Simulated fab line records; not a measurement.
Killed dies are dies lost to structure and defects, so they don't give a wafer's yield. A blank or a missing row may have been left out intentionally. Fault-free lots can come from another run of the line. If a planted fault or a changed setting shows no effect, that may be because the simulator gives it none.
Which tool did it? / flow gf180mcu / 39 wafers from 13 lots sampled at 5 of the route's 602 steps

## WHAT THE GAUGES SHOWED, per wafer
GF_NWELL_OVL_MEAS_07.
lot=L602; measured=day 3 21:08; on=overlay-01; NWELL_OVL (nm)=-0.3 0.4 -1.2
lot=L603; measured=day 4 01:32; on=overlay-01; NWELL_OVL (nm)=-2.4 -1.8 -0.8
lot=L604; measured=day 4 07:11; on=overlay-02; NWELL_OVL (nm)=1.8 1.7 0.0
lot=L605; measured=day 4 11:35; on=overlay-01; NWELL_OVL (nm)=-0.2 -1.2 0.3
lot=L606; measured=day 4 17:03; on=overlay-02; NWELL_OVL (nm)=-2.6 -1.4 0.1
lot=L607; measured=day 4 20:29; on=overlay-01; NWELL_OVL (nm)=-3.3 -3.3 -2.0
lot=L610; measured=day 5 14:41; on=overlay-01; NWELL_OVL (nm)=-1.1 -0.3 1.8
lot=L611; measured=day 5 19:47; on=overlay-01; NWELL_OVL (nm)=-1.4 0.1 0.0
lot=L612; measured=day 5 23:23; on=overlay-02; NWELL_OVL (nm)=-0.6 -0.6 -2.8
lot=L616; measured=day 6 23:50; on=overlay-02; NWELL_OVL (nm)=-0.4 -1.4 0.1
lot=L620; measured=day 7 22:05; on=overlay-01; NWELL_OVL (nm)=0.3 -1.0 -2.4
lot=L621; measured=day 8 02:55; on=overlay-02; NWELL_OVL (nm)=0.5 1.1 1.6
lot=L622; measured=day 8 07:28; on=overlay-01; NWELL_OVL (nm)=-0.6 0.3 -1.0

GF_MVSD_TW_MEAS_11.
lot=L602; measured=day 5 00:47; on=film_metro-03; MVSD_TW=1569 1563 1571
lot=L603; measured=day 5 06:44; on=film_metro-03; MVSD_TW=1567 1573 1569
lot=L604; measured=day 5 12:29; on=film_metro-04; MVSD_TW=1572 1573 1566
lot=L605; measured=day 5 16:23; on=film_metro-01; MVSD_TW=1581 1579 1576
lot=L606; measured=day 5 22:39; on=film_metro-03; MVSD_TW=1576 1567 1573
lot=L607; measured=day 6 01:50; on=film_metro-01; MVSD_TW=1577 1567 1558
lot=L610; measured=day 6 20:22; on=film_metro-03; MVSD_TW=1591 1587 1588
lot=L611; measured=day 7 02:40; on=film_metro-03; MVSD_TW=1584 1594 1581
lot=L612; measured=day 7 08:26; on=film_metro-01; MVSD_TW=1583 1578 1577
lot=L616; measured=day 8 09:01; on=film_metro-04; MVSD_TW=1581 1579 1576
lot=L620; measured=day 9 07:34; on=film_metro-04; MVSD_TW=1564 1562 1565
lot=L621; measured=day 9 13:38; on=film_metro-03; MVSD_TW=1583 1575 1574
lot=L622; measured=day 9 18:01; on=film_metro-01; MVSD_TW=1578 1572 1567

GF_VT_IMPLANT_RS_MEAS_49: a four-point-probe measurement.
lot=L602; measured=day 8 04:43; on=film_metro-03; MVPSD_RS (ohm/sq)=1166.9 1170.4 1170.0
lot=L603; measured=day 8 11:01; on=film_metro-04; MVPSD_RS (ohm/sq)=1170.1 1170.6 1170.4
lot=L604; measured=day 8 19:23; on=film_metro-04; MVPSD_RS (ohm/sq)=1165.4 1167.9 1168.1
lot=L605; measured=day 8 22:45; on=film_metro-04; MVPSD_RS (ohm/sq)=1166.2 1167.6 1168.2
lot=L606; measured=day 9 06:41; on=film_metro-04; MVPSD_RS (ohm/sq)=1169.2 1170.2 1166.5
lot=L607; measured=day 9 10:49; on=film_metro-03; MVPSD_RS (ohm/sq)=1166.1 1167.3 1168.8
lot=L610; measured=day 10 09:10; on=film_metro-04; MVPSD_RS (ohm/sq)=1166.1 1169.7 1169.2
lot=L611; measured=day 10 15:05; on=film_metro-04; MVPSD_RS (ohm/sq)=1170.7 1172.4 1173.1
lot=L612; measured=day 10 22:56; on=film_metro-04; MVPSD_RS (ohm/sq)=1166.6 1169.6 1165.8
lot=L616; measured=day 12 06:44; on=film_metro-04; MVPSD_RS (ohm/sq)=1166.1 1168.3 1169.1
lot=L620; measured=day 13 05:35; on=film_metro-01; MVPSD_RS (ohm/sq)=1185.7 1187.1 1187.8
lot=L621; measured=day 13 13:11; on=film_metro-03; MVPSD_RS (ohm/sq)=1184.8 1185.4 1188.1
lot=L622; measured=day 13 17:36; on=film_metro-01; MVPSD_RS (ohm/sq)=1168.4 1170.7 1168.9

## WHAT TOOL EACH LOT RAN ON (gives the tool, then ch and the chambers of the sampled wafers, and finally the start)
lot=L602; GF_MVPSD_IMPLANT_08=implanter-02 ch 0, day 5 15:06; GF_VT_IMPLANT_STRIP_20=plasma_asher-01 ch 0,1, day 6 20:28
lot=L603; GF_MVPSD_IMPLANT_08=implanter-04 ch 0, day 5 20:49; GF_VT_IMPLANT_STRIP_20=plasma_asher-02 ch 0,1, day 7 02:28
lot=L604; GF_MVPSD_IMPLANT_08=implanter-02 ch 0, day 6 02:26; GF_VT_IMPLANT_STRIP_20=plasma_asher-04 ch 0,1, day 7 09:49
lot=L605; GF_MVPSD_IMPLANT_08=implanter-02 ch 0, day 6 07:02; GF_VT_IMPLANT_STRIP_20=plasma_asher-01 ch 0,1, day 7 14:07
lot=L606; GF_MVPSD_IMPLANT_08=implanter-04 ch 0, day 6 13:23; GF_VT_IMPLANT_STRIP_20=plasma_asher-01 ch 0,1, day 7 20:57
lot=L607; GF_MVPSD_IMPLANT_08=implanter-02 ch 0, day 6 17:17; GF_VT_IMPLANT_STRIP_20=plasma_asher-02 ch 0,1, day 8 01:01
lot=L610; GF_MVPSD_IMPLANT_08=implanter-04 ch 0, day 7 11:50; GF_VT_IMPLANT_STRIP_20=plasma_asher-01 ch 0,1, day 8 21:07
lot=L611; GF_MVPSD_IMPLANT_08=implanter-04 ch 0, day 7 17:37; GF_VT_IMPLANT_STRIP_20=plasma_asher-04 ch 0,1, day 9 03:13
lot=L612; GF_MVPSD_IMPLANT_08=implanter-04 ch 0, day 8 00:25; GF_VT_IMPLANT_STRIP_20=plasma_asher-02 ch 0,1, day 9 09:49
lot=L616; GF_MVPSD_IMPLANT_08=implanter-04 ch 0, day 9 03:49; GF_VT_IMPLANT_STRIP_20=plasma_asher-04 ch 1, day 10 15:22
lot=L620; GF_MVPSD_IMPLANT_08=implanter-04 ch 0, day 10 01:01; GF_VT_IMPLANT_STRIP_20=plasma_asher-04 ch 1, day 11 13:55
lot=L621; GF_MVPSD_IMPLANT_08=implanter-04 ch 0, day 10 07:22; GF_VT_IMPLANT_STRIP_20=plasma_asher-02 ch 0,1, day 11 20:49
lot=L622; GF_MVPSD_IMPLANT_08=implanter-03 ch 0, day 10 11:43; GF_VT_IMPLANT_STRIP_20=plasma_asher-01 ch 0,1, day 12 02:01
- GF_MVPSD_IMPLANT_08
- GF_VT_IMPLANT_STRIP_20: strips in O2/N2.

## WHAT THE TOOLS THEMSELVES READ (means of the sampled wafers that have a number; where no wafer has one, the mark that the record gives instead)
GF_MVPSD_IMPLANT_08.
lot=L602; tool=implanter-02; beam_energy_keV=170.02; beam_on_s (s)=9.76
lot=L603; tool=implanter-04; beam_energy_keV=170.01; beam_on_s (s)=9.90
lot=L604; tool=implanter-02; beam_energy_keV=169.95; beam_on_s (s)=9.89
lot=L605; tool=implanter-02; beam_energy_keV=169.98; beam_on_s (s)=10.06
lot=L606; tool=implanter-04; beam_energy_keV=170.00; beam_on_s (s)=10.05
lot=L607; tool=implanter-02; beam_energy_keV=169.94; beam_on_s (s)=9.97
lot=L610; tool=implanter-04; beam_energy_keV=169.95; beam_on_s (s)=9.88
lot=L611; tool=implanter-04; beam_energy_keV=169.98; beam_on_s (s)=9.82
lot=L612; tool=implanter-04; beam_energy_keV=170.04; beam_on_s (s)=10.00
lot=L616; tool=implanter-04; beam_energy_keV=169.95; beam_on_s (s)=10.08
lot=L620; tool=implanter-04; beam_energy_keV=158.48; beam_on_s (s)=10.11
lot=L621; tool=implanter-04; beam_energy_keV=158.41; beam_on_s (s)=10.11
lot=L622; tool=implanter-03; beam_energy_keV=170.05; beam_on_s (s)=10.15

GF_VT_IMPLANT_STRIP_20.
lot=L602; tool=plasma_asher-01; drypump_motor_current_A (A)=6.1; heater_power_w (W)=308; oes_product_au (a.u.)=0.715; strip_time_to_endpoint_s (s)=12.68
lot=L603; tool=plasma_asher-02; drypump_motor_current_A (A)=5.1; heater_power_w (W)=292; oes_product_au (a.u.)=0.714; strip_time_to_endpoint_s (s)=12.60
lot=L604; tool=plasma_asher-04; drypump_motor_current_A (A)=5.7; heater_power_w (W)=336; oes_product_au (a.u.)=0.715; strip_time_to_endpoint_s (s)=12.65
lot=L605; tool=plasma_asher-01; drypump_motor_current_A (A)=6.2; heater_power_w (W)=316; oes_product_au (a.u.)=0.716; strip_time_to_endpoint_s (s)=12.62
lot=L606; tool=plasma_asher-01; drypump_motor_current_A (A)=6.1; heater_power_w (W)=317; oes_product_au (a.u.)=0.714; strip_time_to_endpoint_s (s)=12.66
lot=L607; tool=plasma_asher-02; drypump_motor_current_A (A)=5.2; heater_power_w (W)=288; oes_product_au (a.u.)=0.716; strip_time_to_endpoint_s (s)=12.63
lot=L610; tool=plasma_asher-01; drypump_motor_current_A (A)=6.2; heater_power_w (W)=316; oes_product_au (a.u.)=0.718; strip_time_to_endpoint_s (s)=12.68
lot=L611; tool=plasma_asher-04; drypump_motor_current_A (A)=5.7; heater_power_w (W)=335; oes_product_au (a.u.)=0.711; strip_time_to_endpoint_s (s)=12.62
lot=L612; tool=plasma_asher-02; drypump_motor_current_A (A)=5.2; heater_power_w (W)=291; oes_product_au (a.u.)=0.718; strip_time_to_endpoint_s (s)=12.63
lot=L616; tool=plasma_asher-04; drypump_motor_current_A (A)=5.7; heater_power_w (W)=315; oes_product_au (a.u.)=0.718; strip_time_to_endpoint_s (s)=12.60
lot=L620; tool=plasma_asher-04; drypump_motor_current_A (A)=5.7; heater_power_w (W)=313; oes_product_au (a.u.)=0.713; strip_time_to_endpoint_s (s)=12.64
lot=L621; tool=plasma_asher-02; drypump_motor_current_A (A)=5.2; heater_power_w (W)=290; oes_product_au (a.u.)=0.716; strip_time_to_endpoint_s (s)=12.64
lot=L622; tool=plasma_asher-01; drypump_motor_current_A (A)=6.1; heater_power_w (W)=306; oes_product_au (a.u.)=0.717; strip_time_to_endpoint_s (s)=12.65

## THE ANSWER, worked out from the rows above alone
Rule: usual is defined by the lots themselves. The widest of any qualifying gaps counts: lots, ordered by their means at a reading, are off when they make up no more than a third of the lots, leave a main group of 4 or more, and stand apart from it by 3 or more times the standard deviation of that group's means. If all means in a main group match to the digits the tables above print for the reading, that group is not used. A lot without any number at a reading at which 4 lots or more have one is off too. Where the step has rows for the other lots, those lots are counted as sound. Order of review: gauges by route order, followed by the tools' own readings, for which a lot's mean as printed above is used. At the first step where some lot is off, the reading lying furthest off is the one used; lots without a number count as furthest.
Off: at GF_VT_IMPLANT_RS_MEAS_49 (MVPSD_RS), L620, L621. Mean 1168.6 ohm/sq and standard deviation 1.5 in the main group.
If a tool, at a process step before that reading, ran all the lots that are off and no sound lot after the first of them, it fits. Not tried: the gauges at GF_VT_IMPLANT_RS_MEAS_49; whatever is off there is also off at GF_MVPSD_IMPLANT_08, on other tools, and gauge error can't account for it. One candidate fits, namely implanter-04 at GF_MVPSD_IMPLANT_08. Its last sound lot is L616 (day 9 03:49), its first lot that is off L620 (day 10 01:01): a fault that began between those two fits.
On the lots that are off, the tool's own readings at GF_MVPSD_IMPLANT_08 differ by more than 5 times the standard deviation of the sound lots' means, which bears it out; beam_energy_keV reads 158.44 there versus 169.99 on the sound lots.

## WHAT THE SIMULATOR PUT IN
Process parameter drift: implanter-04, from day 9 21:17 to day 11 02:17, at GF_MVPSD_IMPLANT_08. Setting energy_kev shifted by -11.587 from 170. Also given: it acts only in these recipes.
Lots struck among those shown: L620, L621. The rule above found the same.
